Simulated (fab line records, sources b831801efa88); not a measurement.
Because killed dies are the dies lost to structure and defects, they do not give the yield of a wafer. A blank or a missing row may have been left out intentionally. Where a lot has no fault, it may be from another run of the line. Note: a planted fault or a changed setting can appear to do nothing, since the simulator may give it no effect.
Chamber matching :: flow sky130 :: 4 sister chambers for SKY_POLY_GATE_ETCH_16 on rie diel-03
The step etches Si3N4 in CH3F/O2, stops on poly-Si, time 147.5 s, target depth 75 nm. 4 wafers are shown with their chamber, then 8 later ones without.

## WAFERS, EACH WITH ITS CHAMBER
wafer: L968.3
chamber: 3
drypump motor current A (A): 5.9

wafer: L983.4
chamber: 0
drypump motor current A (A): 6.1

wafer: L983.5
chamber: 1
drypump motor current A (A): 5.4

wafer: L985.1
chamber: 2
drypump motor current A (A): 5.1

## WAFERS WITH NO CHAMBER GIVEN
wafer: L985.5
drypump motor current A (A): 6.2

wafer: L985.6
drypump motor current A (A): 5.9

wafer: L987.2
drypump motor current A (A): 5.4

wafer: L987.3
drypump motor current A (A): 6.2

wafer: L987.5
drypump motor current A (A): 5.4

wafer: L988.2
drypump motor current A (A): 5.0

wafer: L988.3
drypump motor current A (A): 6.1

wafer: L988.4
drypump motor current A (A): 5.9

## WHICH CHAMBER EACH ONE RAN IN
wafer: L985.5
from the rows above: 0
in truth: 0

wafer: L985.6
from the rows above: 3
in truth: 3

wafer: L987.2
from the rows above: 1
in truth: 1

wafer: L987.3
from the rows above: 0
in truth: 0

wafer: L987.5
from the rows above: 1
in truth: 1

wafer: L988.2
from the rows above: 2
in truth: 2

wafer: L988.3
from the rows above: 0
in truth: 0

wafer: L988.4
from the rows above: 3
in truth: 3
Correctly placed: 8 of 8. Can't be placed from these rows: 0. Number placed wrongly: 0.
How it was worked out, from the rows above alone: a wafer's distance from a chamber is the root of the sum, over the readings, of the square of ((its reading less the chamber's mean) divided by the reading's scatter). The wafer belongs to the nearest chamber; if the next one is less than 2 further off, it can't be placed. Each chamber's mean is taken over the wafers shown for it. The scatter: with one shown wafer a chamber, the root of the mean of the squares of how far each hidden wafer lies from its nearest shown one.
